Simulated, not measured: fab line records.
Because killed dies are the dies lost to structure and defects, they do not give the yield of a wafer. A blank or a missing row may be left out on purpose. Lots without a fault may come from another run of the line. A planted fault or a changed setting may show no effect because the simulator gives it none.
fab line records	flow sky130
record lots=15	wafers=45	lastDay=50
route steps=708 shown DNWELL@43 VT_ADJUST_LVTN@99 VT_ADJUST_NCORE@130
lots with no fault: from the same line, run without faults
startH: the number of hours between the record's first day and the start of the first shown wafer of the lot	waitH: hours elapsed since this lot's preceding step	" repeats the value in the row above	L1.1+2: a row that stands for several wafers	- value missing, or start not given	* or withheld: withheld	< > ~ a bound
route shown NAME@n: a module of which the file shows steps, and the number in the route of the first	usual: the fault-free wafers' mean and standard deviation	same: alike in all rows	chamber/n: place in a boat	sites: readings site by site	_std_site: standard deviation across them	_edge_site: mean of outer sites minus mean of inner sites	radiusMm: for every site, how far away it sits from the centre of the wafer	mask NAME#n: copy n	behind: the tool/chamber that last shaped the wafer	hold: why the lot went on hold/how many hours it stayed there/how the hold came to an end	device: the n, p or np transistor that did not switch	end of line: the tests these same wafers got at the end of their route	for a step that has no rows: nothing shown but its recipe	killed: dies lost to structure and defects at the first sort, not the wafer's yield	map: a wafer's dies, x killed, . not, _ none there
set.NAME: the setting as run; set.NAME@STEP: as run at that earlier step	model.NAME: the simulator's own value behind a step, which no gauge read
the route's steps for a sample of lots (tables are steps, rows are wafers)
services: a tool's chamber out of use, with start hour (startH, from the record's first day; less than 0 if before it), hours out, and reason
## steps
# step SKY_DNWELL_STRIP_08
# recipe chemistry=O2/N2	powerW=1400	pressureMtorr=1500	platenTempC=withheld	o2FlowSccm=3000	n2FlowSccm=300	overashFraction=0.5
# usual drypumpMotorCurrentA=5.51/0.3	o2FlowSccm=3001/9.5	oesProductAu=0.722/0.0049	stripTimeToEndpointS=36.95/0.094
lot.wafer	tool	chamber	startH	waitH	drypumpMotorCurrentA	o2FlowSccm	oesProductAu	rfHoursCounterH	stripTimeToEndpointS
L949.1	plasmaAsher-02	1	56.42	0.1	5.96	3006	0.719	38	37.08
L949.2	"	0	"	"	5.69	3014	0.715	38	36.98
L949.6	"	0	"	"	5.68	3002	0.717	-	36.98
L950.1	plasmaAsher-03	0	60.39	0.1	5.32	2999	0.721	25	37.09
L950.3	"	1	"	"	5.27	3008	0.710	-	37.13
L950.6	"	1	"	"	5.27	2989	0.722	-	37.04
L951.2	plasmaAsher-03	1	65.17	0.1	5.27	2999	0.722	26	36.91
L951.3	"	0	"	"	5.33	2982	0.718	-	37.00
L951.6	"	0	"	"	5.32	2990	0.726	-	36.86
L952.3	plasmaAsher-01	0	71.47	0.1	5.06	3010	0.713	-	36.91
L952.5	"	1	"	"	5.33	3001	0.723	-	36.88
L952.6	"	0	"	"	5.08	3003	0.715	-	36.95
L956.1	plasmaAsher-03	0	96.59	0.1	5.30	2990	0.725	29	36.98
L956.4	"	0	"	"	5.31	2993	0.721	-	36.93
L956.5	"	1	"	"	5.26	3000	0.721	-	36.97
L959.1	plasmaAsher-02	0	110.54	0.1	5.71	3004	0.724	42	36.95
L959.4	"	1	"	"	5.94	3007	0.729	-	37.08
L959.6	"	1	"	"	5.96	2984	0.722	-	37.11
L960.3	plasmaAsher-01	0	118.22	0.1	5.11	2997	0.721	-	36.98
L960.4	"	1	"	"	5.30	2992	0.730	-	37.01
L960.6	"	0	"	"	5.10	3023	0.726	-	37.00
L961.4	plasmaAsher-02	1	122.55	0.1	5.93	3004	0.721	-	36.94
L961.5	"	0	"	"	5.68	3005	0.726	-	36.87
L961.6	"	1	"	"	5.94	3009	0.723	-	36.83
L962.2	plasmaAsher-02	1	126.54	0.1	5.98	3014	0.725	44	36.81
L962.5	"	1	"	"	5.96	3010	0.720	-	36.88
L962.6	"	0	"	"	5.70	3003	0.721	-	36.78
L965.2	plasmaAsher-01	0	141.24	0.1	5.10	3000	0.725	2	36.97
L965.3	"	1	"	"	5.29	3003	0.717	-	36.95
L965.5	"	1	"	"	5.29	3021	0.725	-	36.98
L966.1	plasmaAsher-03	0	147.34	0.1	5.31	3005	0.719	34	37.08
L966.4	"	1	"	"	5.28	2983	0.723	-	36.99
L966.5	"	0	"	"	5.28	3015	0.722	-	37.15
L967.2	plasmaAsher-01	1	153.29	0.1	5.30	3003	0.717	3	36.96
L967.5	"	1	"	"	5.30	2999	0.736	-	36.87
L967.6	"	0	"	"	5.12	3005	0.721	-	36.96
L969.2	plasmaAsher-01	1	163.39	0.1	5.32	3004	0.721	5	36.84
L969.3	"	1	"	"	5.29	2989	0.723	-	36.91
L969.6	"	1	"	"	5.31	3000	0.717	-	37.02
L970.3	plasmaAsher-02	0	171.17	0.1	5.70	2997	0.725	-	37.21
L970.4	"	1	"	"	5.93	2994	0.725	-	37.04
L970.5	"	0	"	"	5.70	3006	0.714	-	37.19
L971.1	plasmaAsher-03	1	173.57	0.1	5.25	2985	0.724	37	36.90
L971.2	"	0	"	"	5.32	2997	0.722	37	36.95
L971.4	"	0	"	"	5.31	3006	0.719	-	36.93
# step SKY_DNWELL_TW_MEAS_09
# usual DNWELL_TW=1106/6.3
lot.wafer	tool	chamber	startH	waitH	DNWELL_TW
L949.1	filmMetro-01	-	56.52	0.1	1102
L949.2	"	-	"	"	1102
L949.6	"	-	"	"	1101
L950.1	filmMetro-01	-	60.49	0.1	1105
L950.3	"	-	"	"	1114
L950.6	"	-	"	"	1109
L951.2	filmMetro-01	-	65.28	0.1	1096
L951.3	"	-	"	"	1097
L951.6	"	-	"	"	1100
L952.3	filmMetro-01	-	71.56	0.1	1106
L952.5	"	-	"	"	1104
L952.6	"	-	"	"	1106
L956.1	filmMetro-03	-	97.00	0.4	1093
L956.4	"	-	"	"	1092
L956.5	"	-	"	"	1104
L959.1	filmMetro-03	-	110.64	0.1	1104
L959.4	"	-	"	"	1104
L959.6	"	-	"	"	1100
L960.3	filmMetro-03	-	118.31	0.1	1098
L960.4	"	-	"	"	1099
L960.6	"	-	"	"	1103
L961.4	filmMetro-01	-	122.65	0.1	1115
L961.5	"	-	"	"	1105
L961.6	"	-	"	"	1117
L962.2	filmMetro-01	-	126.65	0.1	1114
L962.5	"	-	"	"	1113
L962.6	"	-	"	"	1115
L965.2	filmMetro-01	-	141.35	0.1	1112
L965.3	"	-	"	"	1119
L965.5	"	-	"	"	1118
L966.1	filmMetro-01	-	147.44	0.1	1110
L966.4	"	-	"	"	1112
L966.5	"	-	"	"	1107
L967.2	filmMetro-01	-	153.40	0.1	1112
L967.5	"	-	"	"	1113
L967.6	"	-	"	"	1111
L969.2	filmMetro-01	-	163.50	0.1	1110
L969.3	"	-	"	"	1103
L969.6	"	-	"	"	1109
L970.3	filmMetro-01	-	171.26	0.1	1106
L970.4	"	-	"	"	1111
L970.5	"	-	"	"	1111
L971.1	filmMetro-01	-	173.67	0.1	1109
L971.2	"	-	"	"	1115
L971.4	"	-	"	"	1104
# step SKY_VT_ADJUST_LVTN_COAT_02
# recipe spinRpm=2000	resistThkNm=3000
# usual chillPlateTempC=23.00/0.11	dispensePressureKPa=46/3	resistLineTempC=23.01/0.12
lot.wafer	tool	chamber	startH	waitH	chillPlateTempC	dispensePressureKPa	resistLineTempC
L949.1	lithoTrack-03	0	146.49	0.1	22.85	48	22.97
L949.2	"	0	"	"	22.95	48	23.11
L949.6	"	0	"	"	22.71	48	23.16
L950.1	lithoTrack-02	0	152.82	0.1	23.02	48	22.88
L950.3	"	0	"	"	23.17	48	22.94
L950.6	"	0	"	"	22.92	48	22.88
L951.2	lithoTrack-01	0	156.51	0.1	22.99	41	22.92
L951.3	"	0	"	"	23.03	41	22.87
L951.6	"	0	"	"	22.97	41	22.95
L952.3	lithoTrack-02	0	165.62	0.1	22.94	48	22.78
L952.5	"	0	"	"	22.98	48	22.92
L952.6	"	0	"	"	22.89	48	22.87
L956.1	lithoTrack-02	0	196.37	0.1	22.90	48	23.14
L956.4	"	0	"	"	22.85	48	23.15
L956.5	"	0	"	"	22.93	48	23.09
L959.1	lithoTrack-02	0	212.32	0.1	22.90	48	22.93
L959.4	"	0	"	"	22.94	48	22.85
L959.6	"	0	"	"	22.95	48	23.01
L960.3	lithoTrack-02	-	221.47	0.1	-	-	-
L960.4	"	-	"	"	-	-	-
L960.6	"	-	"	"	-	-	-
L961.4	lithoTrack-02	-	226.04	0.1	-	-	-
L961.5	"	-	"	"	-	-	-
L961.6	"	-	"	"	-	-	-
L962.2	lithoTrack-03	-	229.62	0.1	-	-	-
L962.5	"	-	"	"	-	-	-
L962.6	"	-	"	"	-	-	-
L965.2	lithoTrack-01	0	244.96	0.1	22.72	41	22.93
L965.3	"	0	"	"	22.74	41	22.95
L965.5	"	0	"	"	22.96	41	22.99
L966.1	lithoTrack-02	0	251.62	0.1	23.12	48	23.06
L966.4	"	0	"	"	22.97	48	23.05
L966.5	"	0	"	"	23.13	48	23.17
L967.2	lithoTrack-01	0	256.31	0.1	22.98	41	22.96
L967.5	"	0	"	"	22.96	41	22.97
L967.6	"	0	"	"	23.03	41	23.17
L969.2	lithoTrack-02	0	267.14	0.1	23.04	48	22.95
L969.3	"	0	"	"	23.08	48	22.94
L969.6	"	0	"	"	23.08	48	23.09
L970.3	lithoTrack-03	0	275.29	0.1	22.88	48	22.92
L970.4	"	0	"	"	22.88	48	23.05
L970.5	"	0	"	"	22.98	48	22.96
L971.1	lithoTrack-02	0	277.57	0.1	23.12	48	22.95
L971.2	"	0	"	"	23.14	48	22.98
L971.4	"	0	"	"	23.20	48	22.84
# step SKY_VT_ADJUST_LVTN_OVL_MEAS_07
# usual VT_ADJUST_LVTN_OVL=-1.0/1.7
lot.wafer	tool	chamber	startH	waitH	VT_ADJUST_LVTN_OVL[nm]
L949.1	overlay-01	-	157.83	-	-0.7
L949.2	"	-	"	"	-0.1
L949.6	"	-	"	"	0.1
L950.1	overlay-01	-	163.42	-	-0.7
L950.3	"	-	"	"	-1.6
L950.6	"	-	"	"	-0.1
L951.2	overlay-01	-	167.58	-	-0.6
L951.3	"	-	"	"	0.5
L951.6	"	-	"	"	1.0
L952.3	overlay-02	-	178.00	-	-1.0
L952.5	"	-	"	"	-1.5
L952.6	"	-	"	"	1.2
L956.1	overlay-01	-	208.64	-	-1.3
L956.4	"	-	"	"	-2.0
L956.5	"	-	"	"	-1.0
L959.1	overlay-01	-	224.04	-	1.6
L959.4	"	-	"	"	0.4
L959.6	"	-	"	"	0.9
L960.3	overlay-02	-	233.40	-	-
L960.4	"	-	"	"	-
L960.6	"	-	"	"	-
L961.4	overlay-02	-	237.56	-	-
L961.5	"	-	"	"	-
L961.6	"	-	"	"	-
L962.2	overlay-01	-	240.69	-	-
L962.5	"	-	"	"	-
L962.6	"	-	"	"	-
L965.2	overlay-02	-	256.99	-	-2.3
L965.3	"	-	"	"	-0.3
L965.5	"	-	"	"	-3.1
L966.1	overlay-02	-	263.39	-	1.8
L966.4	"	-	"	"	1.2
L966.5	"	-	"	"	2.8
L967.2	overlay-02	-	267.75	-	-1.4
L967.5	"	-	"	"	-0.4
L967.6	"	-	"	"	0.2
L969.2	overlay-02	-	279.45	-	-4.3
L969.3	"	-	"	"	-0.7
L969.6	"	-	"	"	-2.9
L970.3	overlay-02	-	287.65	-	0.3
L970.4	"	-	"	"	0.5
L970.5	"	-	"	"	0.2
L971.1	overlay-02	-	289.22	-	-1.0
L971.2	"	-	"	"	-0.7
L971.4	"	-	"	"	-1.2
# step SKY_VT_ADJUST_LVTN_TW_MEAS_10
# usual VT_ADJUST_LVTN_TW=239.4/1.9
lot.wafer	tool	chamber	startH	waitH	VT_ADJUST_LVTN_TW
L949.1	filmMetro-02	-	158.23	0.1	237.6
L949.2	"	-	"	"	237.6
L949.6	"	-	"	"	238.0
L950.1	filmMetro-01	-	163.70	0.1	240.6
L950.3	"	-	"	"	240.1
L950.6	"	-	"	"	240.2
L951.2	filmMetro-01	-	167.91	0.1	239.0
L951.3	"	-	"	"	240.8
L951.6	"	-	"	"	239.8
L952.3	filmMetro-04	-	178.30	0.1	240.3
L952.5	"	-	"	"	239.7
L952.6	"	-	"	"	240.9
L956.1	filmMetro-01	-	208.93	0.1	239.0
L956.4	"	-	"	"	240.7
L956.5	"	-	"	"	239.3
L959.1	filmMetro-04	-	224.32	0.1	243.0
L959.4	"	-	"	"	241.8
L959.6	"	-	"	"	241.6
L960.3	filmMetro-04	-	233.70	0.1	242.1
L960.4	"	-	"	"	240.8
L960.6	"	-	"	"	240.3
L961.4	filmMetro-01	-	237.86	0.1	239.6
L961.5	"	-	"	"	239.2
L961.6	"	-	"	"	239.3
L962.2	filmMetro-04	-	240.98	0.1	241.5
L962.5	"	-	"	"	242.4
L962.6	"	-	"	"	241.7
L965.2	filmMetro-02	-	257.28	0.1	236.5
L965.3	"	-	"	"	236.8
L965.5	"	-	"	"	236.2
L966.1	filmMetro-02	-	263.68	0.1	236.3
L966.4	"	-	"	"	237.5
L966.5	"	-	"	"	238.4
L967.2	filmMetro-02	-	268.04	0.1	238.3
L967.5	"	-	"	"	238.8
L967.6	"	-	"	"	237.7
L969.2	filmMetro-04	-	279.74	0.1	241.1
L969.3	"	-	"	"	239.1
L969.6	"	-	"	"	239.9
L970.3	filmMetro-02	-	287.95	0.1	237.8
L970.4	"	-	"	"	236.9
L970.5	"	-	"	"	237.0
L971.1	filmMetro-04	-	289.50	0.1	242.8
L971.2	"	-	"	"	243.3
L971.4	"	-	"	"	242.8
# step SKY_VT_ADJUST_LVTN_TW_MEAS_21
# usual VT_ADJUST_LVTN_2_TW=186.8/1.6
lot.wafer	tool	chamber	startH	waitH	VT_ADJUST_LVTN_2_TW
L949.1	filmMetro-01	-	181.08	0.1	186.3
L949.2	"	-	"	"	186.6
L949.6	"	-	"	"	186.5
L950.1	filmMetro-01	-	187.50	0.1	186.6
L950.3	"	-	"	"	186.6
L950.6	"	-	"	"	185.8
L951.2	filmMetro-02	-	191.18	0.1	186.3
L951.3	"	-	"	"	186.3
L951.6	"	-	"	"	186.9
L952.3	filmMetro-02	-	202.05	0.1	185.0
L952.5	"	-	"	"	184.7
L952.6	"	-	"	"	184.7
L956.1	filmMetro-04	-	232.03	0.1	188.1
L956.4	"	-	"	"	189.6
L956.5	"	-	"	"	188.3
L959.1	filmMetro-02	-	245.87	0.1	184.5
L959.4	"	-	"	"	185.2
L959.6	"	-	"	"	185.2
L960.3	filmMetro-02	-	255.40	0.1	261.7
L960.4	"	-	"	"	262.8
L960.6	"	-	"	"	262.2
L961.4	filmMetro-04	-	260.56	0.1	268.3
L961.5	"	-	"	"	266.8
L961.6	"	-	"	"	267.1
L962.2	filmMetro-04	-	263.88	0.1	267.4
L962.5	"	-	"	"	265.6
L962.6	"	-	"	"	267.2
L965.2	filmMetro-04	-	280.76	0.1	186.4
L965.3	"	-	"	"	187.6
L965.5	"	-	"	"	186.3
L966.1	filmMetro-01	-	287.58	0.1	186.9
L966.4	"	-	"	"	186.7
L966.5	"	-	"	"	187.1
L967.2	filmMetro-04	-	291.11	0.1	189.7
L967.5	"	-	"	"	189.5
L967.6	"	-	"	"	189.3
L969.2	filmMetro-04	-	303.18	0.1	189.6
L969.3	"	-	"	"	189.6
L969.6	"	-	"	"	189.6
L970.3	filmMetro-01	-	312.35	0.1	187.4
L970.4	"	-	"	"	188.6
L970.5	"	-	"	"	187.2
L971.1	filmMetro-02	-	314.02	0.1	184.9
L971.2	"	-	"	"	184.0
L971.4	"	-	"	"	184.8
# step SKY_VT_ADJUST_NCORE_TW_MEAS_11
# usual VT_ADJUST_NCORE_TW=216.3/1.5
lot.wafer	tool	chamber	startH	waitH	VT_ADJUST_NCORE_TW
L949.1	filmMetro-03	-	204.80	0.1	218.6
L949.2	"	-	"	"	217.2
L949.6	"	-	"	"	218.8
L950.1	filmMetro-02	-	211.40	0.1	215.0
L950.3	"	-	"	"	215.8
L950.6	"	-	"	"	213.3
L951.2	filmMetro-02	-	215.50	0.1	215.0
L951.3	"	-	"	"	215.6
L951.6	"	-	"	"	214.4
L952.3	filmMetro-01	-	225.12	0.1	217.6
L952.5	"	-	"	"	217.3
L952.6	"	-	"	"	217.2
L956.1	filmMetro-03	-	254.55	0.1	216.2
L956.4	"	-	"	"	216.7
L956.5	"	-	"	"	217.8
L959.1	filmMetro-02	-	268.89	0.1	215.1
L959.4	"	-	"	"	214.9
L959.6	"	-	"	"	216.5
L960.3	filmMetro-01	-	278.67	0.1	280.6
L960.4	"	-	"	"	279.1
L960.6	"	-	"	"	281.7
L961.4	filmMetro-03	-	283.43	0.1	278.8
L961.5	"	-	"	"	279.6
L961.6	"	-	"	"	279.6
L962.2	filmMetro-02	-	287.41	0.1	277.3
L962.5	"	-	"	"	277.4
L962.6	"	-	"	"	277.4
L965.2	filmMetro-01	-	305.15	0.1	219.7
L965.3	"	-	"	"	219.6
L965.5	"	-	"	"	219.3
L966.1	filmMetro-02	-	312.20	0.1	214.1
L966.4	"	-	"	"	214.5
L966.5	"	-	"	"	213.9
L967.2	filmMetro-02	-	315.76	0.1	214.5
L967.5	"	-	"	"	213.8
L967.6	"	-	"	"	214.1
L969.2	filmMetro-02	-	328.51	0.1	213.7
L969.3	"	-	"	"	214.0
L969.6	"	-	"	"	215.5
L970.3	filmMetro-03	-	338.07	0.1	217.0
L970.4	"	-	"	"	215.4
L970.5	"	-	"	"	216.2
L971.1	filmMetro-01	-	339.75	0.1	218.9
L971.2	"	-	"	"	219.7
L971.4	"	-	"	"	217.9
## services
tool	chamber	startH	hours	kind
plasmaAsher-02	-	35.52	2.8	pm
plasmaAsher-02	-	60.12	9.7	repair
plasmaAsher-02	-	86.32	2.8	repair
plasmaAsher-01	-	108.75	9.0	pm
plasmaAsher-01	0	108.75	9.0	ventCycle
plasmaAsher-01	1	108.75	9.0	ventCycle
plasmaAsher-01	0	117.75	-	clean
plasmaAsher-01	1	117.75	-	clean
plasmaAsher-02	-	142.43	8.7	repair
plasmaAsher-01	-	170.90	0.9	repair
plasmaAsher-01	-	208.59	2.8	repair
## key
firstSign step=SKY_VT_ADJUST_LVTN_COAT_02	reading=toolRecord	direction=missing
effect step=SKY_VT_ADJUST_LVTN_OVL_MEAS_07	reading=VT_ADJUST_LVTN_OVL	direction=missing
effect step=SKY_VT_ADJUST_LVTN_TW_MEAS_21	reading=VT_ADJUST_LVTN_2_TW	direction=up	sigmas=50	usual=186.8	struck=265.5
effect step=SKY_VT_ADJUST_NCORE_TW_MEAS_11	reading=VT_ADJUST_NCORE_TW	direction=up	sigmas=41	usual=216.3	struck=279.0
metAt SKY_VT_ADJUST_LVTN_COAT_02
struckLots L960,L961,L962
sortLeftOut L960.3,L960.4,L960.6,L961.4,L961.5,L961.6,L962.2,L962.5,L962.6
testerLeftOut L960,L961,L962
notActingAt SKY_DNWELL_STRIP_08,SKY_DNWELL_TW_MEAS_09,SKY_VT_ADJUST_LVTN_TW_MEAS_10
onsetBetween 212.32 221.47
fault kind=skippedStepWhole	tool=lithoTrack-02,lithoTrack-03	chamber=-	onsetH=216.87	steps=SKY_VT_ADJUST_LVTN_COAT_02	scope=struckLotsOnly
# testerLeftOut: of these lots the tester's yield and bins aren't shown, on N5 and GAA mostly nor the transistor test; their killed dies are dies lost to structure and defects alone, not to doping, threshold or leakage, so they don't give the yield
# sortLeftOut: the simulated sort isn't trusted on such a fault, so these wafers' sort isn't shown, and their yield isn't known
